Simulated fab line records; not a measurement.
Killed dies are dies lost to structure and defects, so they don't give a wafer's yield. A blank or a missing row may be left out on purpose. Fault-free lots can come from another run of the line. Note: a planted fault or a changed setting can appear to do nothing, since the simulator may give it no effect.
Chamber matching ; flow sky130 ; SKY_VIA4_CMP_02 on cmp-02 has 4 sister chambers
The step polishes SiO2. 4 wafers are shown with their chamber, then 10 later ones without.

== WAFERS PAIRED WITH THEIR CHAMBERS ==
wafer;chamber;motor_current_A (A)
L087.1;1;13.8
L087.5;0;12.2
L090.3;2;14.7
L090.5;3;12.7

== WAFERS WITH NO CHAMBER GIVEN ==
wafer;motor_current_A (A)
L090.6;12.9
L091.2;14.1
L091.4;13.6
L091.6;13.7
L092.1;13.2
L092.2;12.3
L092.4;14.7
L097.1;13.1
L097.2;14.2
L097.6;13.5

== THE CHAMBER EACH PASSED THROUGH ==
wafer;from the rows above;in truth
L090.6;can't be placed: 3 or 0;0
L091.2;can't be placed: 1 or 2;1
L091.4;1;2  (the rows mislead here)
L091.6;1;1
L092.1;can't be placed: 3 or 1 or 0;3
L092.2;can't be placed: 0 or 3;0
L092.4;2;2
L097.1;can't be placed: 3 or 1 or 0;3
L097.2;can't be placed: 1 or 2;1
L097.6;can't be placed: 1 or 3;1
Correctly placed: 2 of 10. Unplaceable from these rows: 7, with the true chamber sitting among the candidates in 7. Wrongly placed: 1.
How it was worked out, from the rows above alone: a wafer's distance from a chamber is the root of the sum, over the readings, of the square of ((its reading less the chamber's mean) divided by the reading's scatter). The wafer belongs to the nearest chamber; if the next one is less than 2 further off, it can't be placed. Each chamber's mean is taken over the wafers shown for it. The scatter: root of mean squared gap, hidden wafer to nearest shown wafer, with one shown wafer a chamber.
